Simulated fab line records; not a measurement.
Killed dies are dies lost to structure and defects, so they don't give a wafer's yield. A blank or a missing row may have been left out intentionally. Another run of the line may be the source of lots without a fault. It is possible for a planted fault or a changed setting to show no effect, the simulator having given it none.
Chamber matching + flow sky130 + SKY_LI_CONTACT_CMP_02 on cmp-01: 4 sister chambers
The step polishes PSG. 8 wafers are shown with their chamber, then 12 later ones without.

== WAFERS PAIRED WITH THEIR CHAMBERS ==
| wafer  | chamber | motor current A (A) | time to endpoint s (s) |
|--------|---------|---------------------|------------------------|
| L082.4 | 2       | 13.2                | 30.4                   |
| L084.5 | 2       | 13.6                | 30.2                   |
| L088.1 | 3       | 10.3                | 29.1                   |
| L088.5 | 0       | 11.1                | 26.5                   |
| L088.6 | 1       | 12.1                | 27.8                   |
| L091.1 | 1       | 11.8                | 29.1                   |
| L091.3 | 3       | 11.3                | 33.6                   |
| L091.4 | 0       | 11.0                | 31.8                   |

== WAFERS WITH NO CHAMBER GIVEN ==
| wafer  | motor current A (A) | time to endpoint s (s) |
|--------|---------------------|------------------------|
| L093.1 | 11.8                | 29.3                   |
| L093.3 | 13.0                | 33.5                   |
| L093.5 | 10.8                | 29.8                   |
| L094.1 | 10.7                | 34.8                   |
| L094.5 | 11.5                | 32.7                   |
| L094.6 | 11.3                | 31.3                   |
| L095.3 | 13.1                | 34.3                   |
| L095.4 | 11.2                | 30.4                   |
| L095.5 | 13.3                | 28.8                   |
| L096.2 | 10.8                | 37.7                   |
| L096.3 | 10.9                | 35.8                   |
| L096.4 | 11.9                | 33.2                   |

== WHICH CHAMBER EACH WENT THROUGH ==
| wafer  | from the rows above          | in truth |
|--------|------------------------------|----------|
| L093.1 | can't be placed: 1 or 0      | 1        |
| L093.3 | can't be placed: 2 or 1      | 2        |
| L093.5 | can't be placed: 3 or 0      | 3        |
| L094.1 | can't be placed: 3 or 0      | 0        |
| L094.5 | can't be placed: 0 or 3 or 1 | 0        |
| L094.6 | can't be placed: 0 or 3 or 1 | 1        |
| L095.3 | can't be placed: 2 or 1      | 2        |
| L095.4 | can't be placed: 0 or 3 or 1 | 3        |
| L095.5 | 2                            | 2        |
| L096.2 | can't be placed: 3 or 0      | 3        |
| L096.3 | can't be placed: 3 or 0      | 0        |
| L096.4 | can't be placed: 1 or 0 or 3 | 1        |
Correctly placed: 1 of 12. Cannot be placed on the basis of these rows: 11; the candidates contain the true chamber in 11. Placed wrongly: 0.
How it was worked out, from the rows above alone: a wafer's distance from a chamber is the root of the sum, over the readings, of the square of ((its reading less the chamber's mean) divided by the reading's scatter). The wafer belongs to the nearest chamber; if the next one is less than 2 further off, it can't be placed. The mean given for a chamber averages the wafers shown for that chamber. The scatter: the root of (the sum of the squares of (reading less its chamber's mean) over the shown wafers, divided by (wafers less chambers)).
